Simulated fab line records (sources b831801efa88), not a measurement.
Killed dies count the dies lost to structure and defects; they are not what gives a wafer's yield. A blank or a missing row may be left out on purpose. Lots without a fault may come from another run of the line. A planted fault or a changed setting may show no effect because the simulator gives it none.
Struck lot and sound lot, side by side + flow sky130 + 15 steps out of a route of 708
Sound: wafers L505.1, L505.3, L505.4. Wafers L510.1, L510.5, L510.6 were the ones struck. At the end, the cause is stated.
At each step with rows: each side's tool, then ch and its chambers, then its first start. Under that, the readings that differ: sound wafers + struck wafers + difference of the means + sigmas: that difference in standard deviations of wafers without a fault.
alike: a reading whose means differ by less than 2 such deviations, as well as words and numbers matching on both sides. not compared: withheld readings; readings where some wafer has no value; bounds like >300 that might hide an equal value; numbers whose values overlap and for which the record gives no deviation.
The two part at a step that has a row with sigmas, a row that says differs or no value, or rows on one side only. When numbers do not overlap yet have no deviation, they are printed without sigmas and do not part them. A reading missing from all wafers of one side parts the sides only when that side holds two or more wafers.

SKY_FIELD_ISO_THK_MEAS_02:
  struck on film_metro-01, day 3 09:54; sound on film_metro-03, day 2 05:01
  alike: FIELD_ISO_OXIDATION_00_THK
then, 1 step without rows for these wafers: SKY_FIELD_ISO_CVD_03 (deposits Si3N4 from DCS/NH3, target thk 165 nm, time 2830 s).
SKY_FIELD_ISO_THK_MEAS_04:
  struck on film_metro-04, day 3 11:45; sound on film_metro-01, day 2 06:58
  alike: FIELD_ISO_CVD_03_THK
then, 8 steps without rows for these wafers: SKY_FIELD_ISO_DEHYDRATE_05 (time 60 s); SKY_FIELD_ISO_HMDS_06 (prime time 60 s); SKY_FIELD_ISO_COAT_07 (resist thk 60 nm); SKY_FIELD_ISO_COAT_08 (resist thk 450 nm); SKY_FIELD_ISO_SOFTBAKE_09 (time 90 s); SKY_FIELD_ISO_EXPOSE_10 (exposes mask FOM, target cd 150 nm); SKY_FIELD_ISO_PEB_11; SKY_FIELD_ISO_DEVELOP_12 (develop time 60 s).
SKY_FIELD_ISO_CD_MEAS_13 targets a cd of 150 nm.
  struck on cd_sem-01, day 4 03:12; sound on cd_sem-02, day 2 20:57
  alike: cd_nm
SKY_FIELD_ISO_ETCH_14: etches BARC in N2/H2, stops on SiO2, time 45.9 s, target depth 60 nm.
  sound on rie_diel-02 ch 0,1,3, day 2 21:04; struck on rie_diel-02 ch 1,2, day 4 03:19
| reading    | sound            | struck            | difference | sigmas |
|------------|------------------|-------------------|------------|--------|
| bias_w (W) | 100.0 100.2 99.9 | 104.4 105.2 105.1 | +4.9       | +16    |
  alike: drypump_motor_current_A, oes_product_au, throttle_valve_pct
  not compared: rf_hours_counter_h
SKY_FIELD_ISO_ETCH_15: etches the open film in CHF3/O2, stops on Si, target depth 180 nm, time 72 s.
  sound on rie_diel-02 ch 0,1,3, day 2 21:07; struck on rie_diel-02 ch 1,2, day 4 03:22
  alike: bias_w, drypump_motor_current_A, oes_product_au, throttle_valve_pct
  not compared: rf_hours_counter_h
SKY_PAD_OPEN_PROBE_99:
  the record has rows for the sound wafers here (prober-01, day 47 10:35) and none for the struck ones

== WHERE THEY PART ==
At SKY_FIELD_ISO_ETCH_14 first; at SKY_PAD_OPEN_PROBE_99 last (within this record only).

WHY: what had been put in by the simulator
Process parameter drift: rie_diel-02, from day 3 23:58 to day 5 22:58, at SKY_FIELD_ISO_ETCH_14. From 100, the setting bias_w moved by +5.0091. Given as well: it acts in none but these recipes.
